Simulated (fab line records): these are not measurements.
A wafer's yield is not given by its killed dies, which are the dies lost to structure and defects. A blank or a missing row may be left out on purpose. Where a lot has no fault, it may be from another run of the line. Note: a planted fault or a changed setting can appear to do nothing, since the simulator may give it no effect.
What tool caused it? :: flow gf180mcu :: 36 wafers from 12 lots sampled at 4 of the route's 602 steps

== WHAT THE GAUGES SHOWED, per wafer ==
GF_M1_CD_MEAS_14: target cd 230 nm. Usual: cd_nm reads 230.0 nm (standard deviation 1.3).
lot: L569
measured: day 17 18:41
on: cd_sem-01
cd_nm (nm): 227.9 226.5 227.4
flag: 

lot: L571
measured: day 18 11:58
on: cd_sem-01
cd_nm (nm): 230.2 230.5 229.9
flag: 

lot: L572
measured: day 19 05:40
on: cd_sem-02
cd_nm (nm): 230.0 231.8 231.0
flag: 

lot: L573
measured: day 19 07:13
on: cd_sem-02
cd_nm (nm): 229.0 229.9 228.9
flag: 

lot: L574
measured: day 19 19:19
on: cd_sem-02
cd_nm (nm): 230.0 229.2 229.6
flag: 

lot: L575
measured: day 20 07:44
on: cd_sem-02
cd_nm (nm): 230.5 231.2 230.5
flag: 

lot: L580
measured: day 21 14:52
on: cd_sem-01
cd_nm (nm): 229.1 227.8 228.3
flag: 

lot: L581
measured: day 21 23:04
on: cd_sem-02
cd_nm (nm): 228.5 228.8 229.2
flag: 

lot: L583
measured: day 22 14:23
on: cd_sem-02
cd_nm (nm): 231.5 229.4 230.9
flag: 

lot: L588
measured: day 23 22:29
on: cd_sem-01
cd_nm (nm): 229.0 229.7 229.5
flag: 

lot: L590
measured: day 24 19:07
on: cd_sem-01
cd_nm (nm): 230.1 230.9 229.8
flag: 

lot: L591
measured: day 25 06:23
on: cd_sem-01
cd_nm (nm): 231.8 231.7 231.1
flag: 

GF_V1_CD_MEAS_14: target cd 260 nm. Usual: cd_nm reads 259.9 nm (standard deviation 1.3).
lot: L569
measured: day 18 19:31
on: cd_sem-02
cd_nm (nm): 259.4 258.3 259.3
flag: 

lot: L571
measured: day 19 13:16
on: cd_sem-01
cd_nm (nm): 259.3 261.3 259.3
flag: 

lot: L572
measured: day 20 07:43
on: cd_sem-01
cd_nm (nm): 257.6 258.7 258.6
flag: 

lot: L573
measured: day 20 09:03
on: cd_sem-01
cd_nm (nm): 259.8 259.3 260.9
flag: 

lot: L574
measured: day 20 19:31
on: cd_sem-02
cd_nm (nm): 259.9 260.7 260.9
flag: 

lot: L575
measured: day 21 08:56
on: cd_sem-02
cd_nm (nm): 261.2 261.5 262.5
flag: 

lot: L580
measured: day 22 15:29
on: cd_sem-02
cd_nm (nm): 266.1 260.9 259.6 266.5 260.3 259.4
flag: 

lot: L581
measured: day 22 23:13
on: cd_sem-02
cd_nm (nm): 261.0 264.2 262.3 261.4 264.1 262.7
flag: 

lot: L583
measured: day 23 14:31
on: cd_sem-01
cd_nm (nm): 260.3 260.3 259.2
flag: 

lot: L588
measured: day 24 21:00
on: cd_sem-02
cd_nm (nm): 258.7 258.9 259.0
flag: 

lot: L590
measured: day 25 18:30
on: cd_sem-02
cd_nm (nm): 261.4 260.7 261.2
flag: 

lot: L591
measured: day 26 04:19
on: cd_sem-01
cd_nm (nm): 258.1 258.3 258.1
flag: 

== EACH LOT AND THE TOOL THAT RAN IT (in order: tool; ch and the chambers of the sampled wafers; start) ==
lot: L569
GF_M1_SPUTTER_04: pvd_sputter-03, day 16 19:32
GF_V1_EXPOSE_11: krf_scanner-01 ch 0, day 18 07:45

lot: L571
GF_M1_SPUTTER_04: pvd_sputter-03, day 17 12:50
GF_V1_EXPOSE_11: krf_scanner-01 ch 0, day 19 01:56

lot: L572
GF_M1_SPUTTER_04: pvd_sputter-03, day 18 04:59
GF_V1_EXPOSE_11: krf_scanner-01 ch 0, day 19 19:44

lot: L573
GF_M1_SPUTTER_04: pvd_sputter-04, day 18 06:39
GF_V1_EXPOSE_11: krf_scanner-02 ch 0, day 19 21:25

lot: L574
GF_M1_SPUTTER_04: pvd_sputter-04, day 18 18:59
GF_V1_EXPOSE_11: krf_scanner-02 ch 0, day 20 08:46

lot: L575
GF_M1_SPUTTER_04: pvd_sputter-03, day 19 06:40
GF_V1_EXPOSE_11: krf_scanner-02 ch 0, day 20 20:55

lot: L580
GF_M1_SPUTTER_04: pvd_sputter-01, day 20 15:03
GF_V1_EXPOSE_11: krf_scanner-02 ch 0, day 22 04:34

lot: L581
GF_M1_SPUTTER_04: pvd_sputter-03, day 20 23:52
GF_V1_EXPOSE_11: krf_scanner-02 ch 0, day 22 12:03

lot: L583
GF_M1_SPUTTER_04: pvd_sputter-01, day 21 14:36
GF_V1_EXPOSE_11: krf_scanner-01 ch 0, day 23 03:47

lot: L588
GF_M1_SPUTTER_04: pvd_sputter-01, day 23 00:19
GF_V1_EXPOSE_11: krf_scanner-01 ch 0, day 24 11:10

lot: L590
GF_M1_SPUTTER_04: pvd_sputter-03, day 23 20:35
GF_V1_EXPOSE_11: krf_scanner-01 ch 0, day 25 08:30

lot: L591
GF_M1_SPUTTER_04: pvd_sputter-03, day 24 09:14
GF_V1_EXPOSE_11: krf_scanner-01 ch 0, day 25 18:07
- GF_M1_SPUTTER_04: material TiN, target thk 50 nm, time 41.7 s.
- GF_V1_EXPOSE_11: exposes mask Via1, target cd 260 nm.

== WHAT THE TOOLS THEMSELVES READ (means of the sampled wafers that have a number; where no wafer has one, the mark that the record gives instead) ==
GF_M1_SPUTTER_04. Usual: throttle_valve_pct reads 30.2 % (standard deviation 1.4).
lot: L569
tool: pvd_sputter-03
throttle_valve_pct (%): 29.6
flag: 

lot: L571
tool: pvd_sputter-03
throttle_valve_pct (%): 30.6
flag: 

lot: L572
tool: pvd_sputter-03
throttle_valve_pct (%): 29.5
flag: 

lot: L573
tool: pvd_sputter-04
throttle_valve_pct (%): 30.2
flag: 

lot: L574
tool: pvd_sputter-04
throttle_valve_pct (%): 30.5
flag: 

lot: L575
tool: pvd_sputter-03
throttle_valve_pct (%): 30.7
flag: 

lot: L580
tool: pvd_sputter-01
throttle_valve_pct (%): 30.0
flag: 

lot: L581
tool: pvd_sputter-03
throttle_valve_pct (%): 30.6
flag: 

lot: L583
tool: pvd_sputter-01
throttle_valve_pct (%): 29.4
flag: 

lot: L588
tool: pvd_sputter-01
throttle_valve_pct (%): 29.8
flag: 

lot: L590
tool: pvd_sputter-03
throttle_valve_pct (%): 30.5
flag: 

lot: L591
tool: pvd_sputter-03
throttle_valve_pct (%): 30.8
flag: 

GF_V1_EXPOSE_11. Usual: reticle_temp_C reads 23.04 C (standard deviation 0.13).
lot: L569
tool: krf_scanner-01
reticle_temp_C (C): 23.07
flag: 

lot: L571
tool: krf_scanner-01
reticle_temp_C (C): 23.12
flag: 

lot: L572
tool: krf_scanner-01
reticle_temp_C (C): 22.98
flag: 

lot: L573
tool: krf_scanner-02
reticle_temp_C (C): 23.03
flag: 

lot: L574
tool: krf_scanner-02
reticle_temp_C (C): 22.97
flag: 

lot: L575
tool: krf_scanner-02
reticle_temp_C (C): 23.19
flag: 

lot: L580
tool: krf_scanner-02
reticle_temp_C (C): 23.04
flag: 

lot: L581
tool: krf_scanner-02
reticle_temp_C (C): 22.99
flag: 

lot: L583
tool: krf_scanner-01
reticle_temp_C (C): 22.85
flag: 

lot: L588
tool: krf_scanner-01
reticle_temp_C (C): 23.17
flag: 

lot: L590
tool: krf_scanner-01
reticle_temp_C (C): 22.97
flag: 

lot: L591
tool: krf_scanner-01
reticle_temp_C (C): 23.16
flag: 

== THE ANSWER, worked out from the rows above alone ==
Rule: lot off if the mean of its wafers having a number is beyond 3 standard deviations from the usual mean. A lot without any number at a reading at which 4 lots or more have one is off too. All remaining lots with rows at the step are treated as sound. The gauges are gone through in route order, then the tools' own readings, and for those a lot's mean is taken as printed above. The first step at which some lot is off is used, and at that step the reading that is off furthest; a lot without a number counts as furthest.
No lot is off on any of the readings shown, so nothing can be concluded from this.

== WHAT HAD BEEN PUT IN BY THE SIMULATOR ==
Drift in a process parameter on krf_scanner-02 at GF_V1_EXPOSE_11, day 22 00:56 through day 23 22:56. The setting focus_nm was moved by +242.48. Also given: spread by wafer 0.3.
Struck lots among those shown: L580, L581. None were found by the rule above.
